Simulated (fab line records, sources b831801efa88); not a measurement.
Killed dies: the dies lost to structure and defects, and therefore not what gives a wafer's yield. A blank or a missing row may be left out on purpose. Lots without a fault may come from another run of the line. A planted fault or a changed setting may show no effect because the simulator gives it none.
fab line records	flow gf180mcu
[record] lots = 5	wafers = 15	lastDay = 33
route steps=602 shown M2@368 V2@382
lots with no fault: from the same line, run without faults
startH: the number of hours between the record's first day and the start of the first shown wafer of the lot	waitH: hours since the lot's step before	" the same as in the row above	L1.1+2: a single row standing in for several wafers	- either no value or no given start	* or withheld: withheld	< > ~ a bound
route shown NAME@n: NAME is a module with steps in the file, n the number in the route of the first one	usual: mean/standard deviation taken from wafers without a fault	same: alike in all rows	chamber/n: place in a boat	sites: readings site by site	_std_site: standard deviation across them	_edge_site: outer sites' mean less inner sites'	radiusMm: how far each site lies from the wafer's centre	mask NAME#n: copy n	behind: the tool/chamber that last shaped the wafer	hold: reason for holding the lot/hours on hold/outcome of the hold	device: whichever transistor did not switch (one of n, p or np)	end of line: tests of these same wafers at the route's end	step lacking rows: just its recipe	killed: dies that structure and defects cost at the first sort, which is not the same as the wafer's yield	map: a wafer's dies, marking killed ones x, the rest . and places with no die _
set.NAME: the setting the step ran with; set.NAME@STEP: the setting that earlier step ran with	model.NAME: the simulator's own value behind a step, which no gauge read
lots at some steps of the route; a table a step, a row a wafer
services: a tool's chamber out of use, with start hour (startH, from the record's first day; less than 0 if before it), hours out, and reason
[[steps]]
[step GF_M2_THK_MEAS_06]
[recipe] thkMeasGauge = xrf	reads = AlCu_of_M2_SPUTTER_02
[usual] M2_ALCU_THK = 471/5.5
lot.wafer	tool	chamber	startH	waitH	M2_ALCU_THK[nm]
L076.2	filmMetro-03	-	437.53	0.1	462
L076.4	"	-	"	"	468
L076.6	"	-	"	"	462
L081.1	filmMetro-02	-	473.34	0.1	464
L081.4	"	-	"	"	467
L081.5	"	-	"	"	465
L085.3	filmMetro-02	-	516.01	0.1	472
L085.4	"	-	"	"	474
L085.6	"	-	"	"	481
L086.3	filmMetro-03	-	522.06	0.1	478
L086.4	"	-	"	"	480
L086.5	"	-	"	"	478
L092.2	filmMetro-02	-	573.30	0.1	476
L092.4	"	-	"	"	478
L092.6	"	-	"	"	477
[step GF_M2_DEHYDRATE_07]
[recipe] tempC = 200	timeS = 60
[usual] resistLineTempC = 23.00/0.13
lot.wafer	tool	chamber	startH	waitH	resistLineTempC
L076.2	lithoTrack-02	0	449.89	12.3	22.92
L076.4	"	0	"	"	23.01
L076.6	"	0	"	"	22.99
L081.1	lithoTrack-03	0	484.79	11.4	22.83
L081.4	"	0	"	"	22.86
L081.5	"	0	"	"	22.90
L085.3	lithoTrack-01	0	527.34	11.3	22.85
L085.4	"	0	"	"	22.85
L085.6	"	0	"	"	22.80
L086.3	lithoTrack-03	0	532.64	10.6	23.02
L086.4	"	0	"	"	23.18
L086.5	"	0	"	"	23.05
L092.2	lithoTrack-03	0	583.31	10.0	22.73
L092.4	"	0	"	"	22.83
L092.6	"	0	"	"	22.78
[step GF_M2_HMDS_08]
[recipe] primeTimeS = 60	primeTempC = 120
[usual] resistLineTempC = 22.99/0.11
lot.wafer	tool	chamber	startH	waitH	resistLineTempC
L076.2	lithoTrack-02	0	450.04	0.1	23.14
L076.4	"	0	"	"	23.14
L076.6	"	0	"	"	23.07
L081.1	lithoTrack-03	0	484.94	0.1	22.93
L081.4	"	0	"	"	22.88
L081.5	"	0	"	"	23.02
L085.3	lithoTrack-01	0	527.49	0.1	22.98
L085.4	"	0	"	"	23.18
L085.6	"	0	"	"	23.02
L086.3	lithoTrack-03	0	532.79	0.1	23.00
L086.4	"	0	"	"	23.03
L086.5	"	0	"	"	22.96
L092.2	lithoTrack-03	0	583.46	0.1	22.88
L092.4	"	0	"	"	22.98
L092.6	"	0	"	"	22.99
[step GF_M2_COAT_09]
[recipe] resist = KrF	spinRpm = withheld	resistThkNm = 1000
[usual] resistLineTempC = 23.02/0.11
lot.wafer	tool	chamber	startH	waitH	resistLineTempC
L076.2	lithoTrack-02	0	450.19	0.1	22.74
L076.4	"	0	"	"	22.96
L076.6	"	0	"	"	22.88
L081.1	lithoTrack-03	0	485.09	0.1	23.02
L081.4	"	0	"	"	23.03
L081.5	"	0	"	"	23.05
L085.3	lithoTrack-01	0	527.64	0.1	23.01
L085.4	"	0	"	"	23.04
L085.6	"	0	"	"	23.09
L086.3	lithoTrack-03	0	532.94	0.1	22.84
L086.4	"	0	"	"	22.95
L086.5	"	0	"	"	23.00
L092.2	lithoTrack-03	0	583.61	0.1	22.94
L092.4	"	0	"	"	23.00
L092.6	"	0	"	"	23.05
[step GF_M2_SOFTBAKE_10]
[recipe] tempC = 130	timeS = 60	resist = KrF
[usual] resistLineTempC = 23.02/0.1
lot.wafer	tool	chamber	startH	waitH	resistLineTempC
L076.2	lithoTrack-02	0	450.34	0.1	22.84
L076.4	"	0	"	"	22.98
L076.6	"	0	"	"	23.06
L081.1	lithoTrack-03	0	485.24	0.1	23.15
L081.4	"	0	"	"	23.23
L081.5	"	0	"	"	23.23
L085.3	lithoTrack-01	0	527.79	0.1	22.89
L085.4	"	0	"	"	22.98
L085.6	"	0	"	"	23.02
L086.3	lithoTrack-03	0	533.09	0.1	23.07
L086.4	"	0	"	"	23.07
L086.5	"	0	"	"	22.98
L092.2	lithoTrack-03	0	583.76	0.1	23.05
L092.4	"	0	"	"	22.95
L092.6	"	0	"	"	23.09
[step GF_M2_EXPOSE_11]
[recipe] maskId = Metal2	targetCdNm = 280	na = 0.68	sourceShape = conventional	sigmaOuter = 0.6	doseMj = 28
lot.wafer	tool	chamber	startH	waitH	mask
L076.2+4+6	krfScanner-01	0	-	-	Metal2#0
L081.1+4+5	krfScanner-02	0	-	-	Metal2#0
L085.3+4+6	krfScanner-02	0	-	-	Metal2#0
L086.3+4+5	krfScanner-01	0	-	-	Metal2#0
L092.2+4+6	krfScanner-02	0	-	-	Metal2#0
[step GF_M2_PEB_12]
[recipe] pebTempC = 135	pebTimeS = 90	resist = KrF
[usual] resistLineTempC = 22.99/0.11
lot.wafer	tool	chamber	startH	waitH	resistLineTempC
L076.2	lithoTrack-01	0	-	-	23.18
L076.4	"	0	"	"	23.09
L076.6	"	0	"	"	23.15
L081.1	lithoTrack-01	0	-	-	23.07
L081.4	"	0	"	"	23.21
L081.5	"	0	"	"	23.13
L085.3	lithoTrack-03	0	-	-	22.82
L085.4	"	0	"	"	23.04
L085.6	"	0	"	"	23.03
L086.3	lithoTrack-03	0	-	-	23.16
L086.4	"	0	"	"	23.11
L086.5	"	0	"	"	23.07
L092.2	lithoTrack-01	0	-	-	22.94
L092.4	"	0	"	"	22.84
L092.6	"	0	"	"	22.96
[step GF_M2_DEVELOP_13]
[recipe] developTimeS = 60	devTempC = 21
[usual] resistLineTempC = 23.04/0.11
lot.wafer	tool	chamber	startH	waitH	resistLineTempC
L076.2	lithoTrack-01	0	462.52	0.2	23.06
L076.4	"	0	"	"	23.06
L076.6	"	0	"	"	23.03
L081.1	lithoTrack-01	0	497.44	0.2	23.01
L081.4	"	0	"	"	22.86
L081.5	"	0	"	"	22.90
L085.3	lithoTrack-03	0	538.24	0.1	23.11
L085.4	"	0	"	"	23.17
L085.6	"	0	"	"	23.14
L086.3	lithoTrack-03	0	544.74	0.1	23.12
L086.4	"	0	"	"	23.17
L086.5	"	0	"	"	23.09
L092.2	lithoTrack-01	0	594.17	0.2	22.84
L092.4	"	0	"	"	22.92
L092.6	"	0	"	"	22.92
[step GF_M2_CD_MEAS_14]
[recipe] targetCdNm = 280
[usual] cdNm = 279.9/1.3
lot.wafer	tool	chamber	startH	waitH	cdNm
L076.2	cdSem-01	-	462.66	0.1	279.2
L076.4	"	-	"	"	279.3
L076.6	"	-	"	"	280.2
L081.1	cdSem-01	-	497.59	0.1	278.7
L081.4	"	-	"	"	278.4
L081.5	"	-	"	"	277.7
L085.3	cdSem-01	-	538.38	0.1	282.1
L085.4	"	-	"	"	281.0
L085.6	"	-	"	"	280.0
L086.3	cdSem-02	-	544.88	0.1	281.8
L086.4	"	-	"	"	280.5
L086.5	"	-	"	"	279.5
L092.2	cdSem-02	-	594.31	0.1	279.3
L092.4	"	-	"	"	279.2
L092.6	"	-	"	"	278.2
[step GF_M2_OVL_MEAS_15]
[usual] M2_OVL = 1/4.4
lot.wafer	tool	chamber	startH	waitH	M2_OVL[nm]
L076.2	overlay-01	-	462.77	0.1	3
L076.4	"	-	"	"	5
L076.6	"	-	"	"	-2
L081.1	overlay-02	-	497.71	0.1	3
L081.4	"	-	"	"	-1
L081.5	"	-	"	"	3
L085.3	overlay-01	-	538.47	0.1	-6
L085.4	"	-	"	"	-3
L085.6	"	-	"	"	-1
L086.3	overlay-01	-	544.97	0.1	-2
L086.4	"	-	"	"	-6
L086.5	"	-	"	"	1
L092.2	overlay-02	-	594.42	0.1	2
L092.4	"	-	"	"	-1
L092.6	"	-	"	"	-2
[step GF_M2_METAL_ETCH_16]
[recipe] chemistry = Cl2/BCl3	maskMaterial = KrF	targetDepthNm = 750.8	stopOn = SiO2	pressureMtorr = 8	icpW = 800	biasW = 140	Cl2_flow_sccm = 80	bcl3FlowSccm = 40	timeS = 125.1
[usual] drypumpMotorCurrentA = 5.38/0.24	oesProductAu = 0.990/0.0074	throttleValvePct = 28.230/0.012
lot.wafer	tool	chamber	startH	waitH	drypumpMotorCurrentA	oesProductAu	rfHoursCounterH	throttleValvePct
L076.2	rieMetal-04	1	462.80	0.0	5.61	0.978	1	28.240
L076.4	"	0	"	"	4.89	0.986	-	28.221
L076.6	"	0	"	"	4.89	0.994	-	28.231
L081.1	rieMetal-02	1	497.75	0.0	5.56	0.990	3	28.215
L081.4	"	0	"	"	5.31	0.993	-	28.229
L081.5	"	0	"	"	5.26	0.989	-	28.213
L085.3	rieMetal-04	0	538.53	0.1	4.96	0.991	-	28.234
L085.4	"	1	"	"	5.60	0.979	-	28.239
L085.6	"	0	"	"	4.89	0.989	-	28.215
L086.3	rieMetal-02	1	545.03	0.1	5.53	0.994	-	28.242
L086.4	"	0	"	"	5.33	1.000	-	28.239
L086.5	"	1	"	"	5.54	0.992	-	28.215
L092.2	rieMetal-02	0	594.45	0.0	5.29	1.001	4	28.238
L092.4	"	0	"	"	5.29	0.990	-	28.237
L092.6	"	1	"	"	5.52	0.988	-	28.226
[step GF_M2_STRIP_17]
[recipe] chemistry = O2/N2	powerW = 1400	pressureMtorr = 1500	platenTempC = 250	o2FlowSccm = 3000	n2FlowSccm = 300	overashFraction = 0.5
[usual] drypumpMotorCurrentA = 5.5/0.53	heaterPowerW = 359/20	n2FlowSccm = 300.1/0.94	oesProductAu = 0.537/0.0049	stripTimeToEndpointS = 7.38/0.053
lot.wafer	tool	chamber	startH	waitH	drypumpMotorCurrentA	heaterPowerW	n2FlowSccm	oesProductAu	rfHoursCounterH	stripTimeToEndpointS
L076.2	plasmaAsher-04	1	462.93	0.1	6.1	375	298.7	0.550	81	7.47
L076.4	"	1	"	"	6.1	380	300.0	0.531	-	7.39
L076.6	"	1	"	"	6.1	379	299.8	0.533	-	7.42
L081.1	plasmaAsher-02	1	497.88	0.1	6.2	331	301.7	0.532	73	7.32
L081.4	"	1	"	"	6.2	325	300.3	0.533	-	7.33
L081.5	"	0	"	"	4.7	380	300.5	0.536	-	7.38
L085.3	plasmaAsher-02	0	538.65	0.1	4.7	372	301.0	0.533	-	7.37
L085.4	"	1	"	"	6.2	329	300.5	0.543	-	7.45
L085.6	"	0	"	"	4.7	381	299.9	0.532	-	7.37
L086.3	plasmaAsher-02	0	545.15	0.1	4.7	380	297.8	0.531	-	7.31
L086.4	"	1	"	"	6.2	330	299.5	0.534	-	7.35
L086.5	"	0	"	"	4.7	377	300.5	0.540	-	7.35
L092.2	plasmaAsher-04	1	594.58	0.1	6.1	380	301.6	0.534	94	7.35
L092.4	"	0	"	"	5.1	358	299.7	0.539	-	7.34
L092.6	"	0	"	"	5.1	356	300.4	0.534	-	7.35
[step GF_M2_STRIP_18]
[recipe] chemistry = postEtchResidueRemover	timeS = 1200	tempC = 72.5
[usual] bathGuardTempC = 72.3/0.51	bathHeatDutyPct = 15.0/1.4
lot.wafer	tool	chamber	startH	waitH	bathGuardTempC	bathHeatDutyPct
L076.2	wetBench-04	1	463.03	0.1	72.3	14.0
L076.4	"	1	"	"	72.3	13.7
L076.6	"	1	"	"	72.2	15.4
L081.1	wetBench-04	1	497.98	0.1	72.0	13.9
L081.4	"	1	"	"	72.2	13.3
L081.5	"	1	"	"	72.1	14.1
L085.3	wetBench-03	3	538.72	0.0	72.0	12.5
L085.4	"	3	"	"	72.1	13.0
L085.6	"	3	"	"	72.0	13.6
L086.3	wetBench-02	3	545.22	0.0	71.9	16.9
L086.4	"	3	"	"	71.6	16.1
L086.5	"	3	"	"	71.7	15.6
L092.2	wetBench-02	1	594.68	0.1	73.0	16.9
L092.4	"	1	"	"	73.2	16.5
L092.6	"	1	"	"	72.8	16.4
[step GF_M2_CLEAN_19]
[recipe] chemistry = DIW	dry = n2Spin
lot.wafer	tool	chamber	startH	waitH
L076.2+4+6	wetBench-03	3	463.40	0.0
L081.1+4+5	wetBench-03	1	498.32	0.0
L085.3+4+6	wetBench-02	3	539.13	0.0
L086.3+4+5	wetBench-02	0	545.90	0.0
L092.2+4+6	wetBench-04	2	595.02	0.0
[step GF_V2_CVD_00]
[recipe] material = SiO2	targetThkNm = 600	sigmaOpenFrac = 0.3	tempC = 400	timeS = 100	sih4FlowSccm = 60	pressureMtorr = 6
lot.wafer	tool	chamber	startH	waitH
L076.2+4+6	hdpcvd-01	2,2,1	463.49	0.0
L081.1+4+5	hdpcvd-02	0,0,1	498.42	0.0
L085.3+4+6	hdpcvd-02	1,1,2	539.31	0.0
L086.3+4+5	hdpcvd-02	1,0,1	546.00	0.0
L092.2+4+6	hdpcvd-01	1,2,1	595.12	0.0
[step GF_V2_THK_MEAS_01]
[recipe] reads = SiO2_of_V2_CVD_00
[usual] V2_CVD_00_THK = 600/8.3
lot.wafer	tool	chamber	startH	waitH	V2_CVD_00_THK[nm]
L076.2	filmMetro-04	-	463.57	0.0	592
L076.4	"	-	"	"	589
L076.6	"	-	"	"	608
L081.1	filmMetro-01	-	498.49	0.0	592
L081.4	"	-	"	"	593
L081.5	"	-	"	"	604
L085.3	filmMetro-01	-	539.40	0.1	596
L085.4	"	-	"	"	588
L085.6	"	-	"	"	588
L086.3	filmMetro-04	-	546.09	0.1	599
L086.4	"	-	"	"	597
L086.5	"	-	"	"	598
L092.2	filmMetro-03	-	595.20	0.0	604
L092.4	"	-	"	"	604
L092.6	"	-	"	"	603
[step GF_V2_CVD_02]
[recipe] material = SiO2	targetThkNm = 850	precursor = TEOS	tempC = 400	timeS = 94.851	rfW = 600
[usual] heaterPowerW = 688/120
lot.wafer	tool	chamber	startH	waitH	heaterPowerW
L076.2	pecvd-02	1	463.62	0.0	809
L076.4	"	1	"	"	652
L076.6	"	1	"	"	721
L081.1	pecvd-04	1	498.55	0.1	808
L081.4	"	1	"	"	840
L081.5	"	2	"	"	802
L085.3	pecvd-04	2	539.44	0.0	684
L085.4	"	0	"	"	694
L085.6	"	1	"	"	686
L086.3	pecvd-04	2	546.13	0.0	764
L086.4	"	1	"	"	797
L086.5	"	0	"	"	658
L092.2	pecvd-02	2	595.25	0.0	769
L092.4	"	1	"	"	645
L092.6	"	0	"	"	482
[step GF_V2_THK_MEAS_03]
[recipe] reads = SiO2_of_V2_CVD_02
[usual] V2_CVD_02_THK = 850/12
lot.wafer	tool	chamber	startH	waitH	V2_CVD_02_THK[nm]
L076.2	filmMetro-04	-	464.18	0.5	840
L076.4	"	-	"	"	857
L076.6	"	-	"	"	858
L081.1	filmMetro-04	-	498.62	0.0	846
L081.4	"	-	"	"	850
L081.5	"	-	"	"	832
L085.3	filmMetro-04	-	539.53	0.1	833
L085.4	"	-	"	"	853
L085.6	"	-	"	"	858
L086.3	filmMetro-03	-	546.22	0.1	825
L086.4	"	-	"	"	875
L086.5	"	-	"	"	860
L092.2	filmMetro-01	-	595.33	0.0	835
L092.4	"	-	"	"	847
L092.6	"	-	"	"	854
[step GF_V2_CMP_04]
[recipe] material = SiO2	downForcePsi = 4	platenRpm = 60	padVelocityMS = 0.94248
[usual] motorCurrentA = 13.0/1.1	timeToEndpointS = 80/5.2
lot.wafer	tool	chamber	startH	waitH	motorCurrentA	timeToEndpointS
L076.4	cmp-02	0	464.23	0.0	12.0	86
L076.2	"	3	"	"	11.4	78
L076.6	"	1	"	"	11.6	84
L081.1	cmp-02	3	498.68	0.1	12.1	83
L081.4	"	2	"	"	13.8	81
L081.5	"	3	"	"	11.6	77
L085.4	cmp-02	1	539.62	0.1	11.5	84
L085.3	"	3	"	"	11.6	76
L085.6	"	1	"	"	11.4	89
L086.3	cmp-01	0	546.26	0.0	13.7	73
L086.4	"	1	"	"	14.9	93
L086.5	"	0	"	"	13.9	86
L092.2	cmp-02	1	595.38	0.0	11.4	68
L092.4	"	2	"	"	13.9	72
L092.6	"	1	"	"	11.8	73
[[services]]
tool	chamber	startH	hours	kind
hdpcvd-02	-	434.62	60.0	repair
krfScanner-02	-	435.33	1.3	pm
plasmaAsher-02	-	448.34	2.1	repair
krfScanner-01	-	453.93	1.3	pm
krfScanner-02	-	459.31	1.0	pm
pecvd-02	0	461.58	3.6	repair
plasmaAsher-04	-	464.10	7.3	repair
pecvd-02	-	469.59	0.4	repair
plasmaAsher-02	-	471.72	3.5	repair
pecvd-02	-	476.01	2.8	pm
hdpcvd-01	-	497.69	2.8	pm
krfScanner-02	-	499.25	0.8	pm
cmp-02	-	506.22	1.9	repair
wetBench-04	-	511.93	2.1	repair
hdpcvd-02	-	530.99	0.8	repair
wetBench-03	-	545.69	7.2	repair
cmp-02	-	550.44	9.5	pm
krfScanner-02	-	563.82	4.0	pm
hdpcvd-02	-	564.39	1.6	repair
krfScanner-02	-	570.58	0.9	repair
cmp-02	-	572.27	4.0	pm
wetBench-04	-	577.07	4.4	pm
pecvd-04	-	591.12	14.0	pm
plasmaAsher-02	-	591.71	10.0	pm
[[key]]
fault none
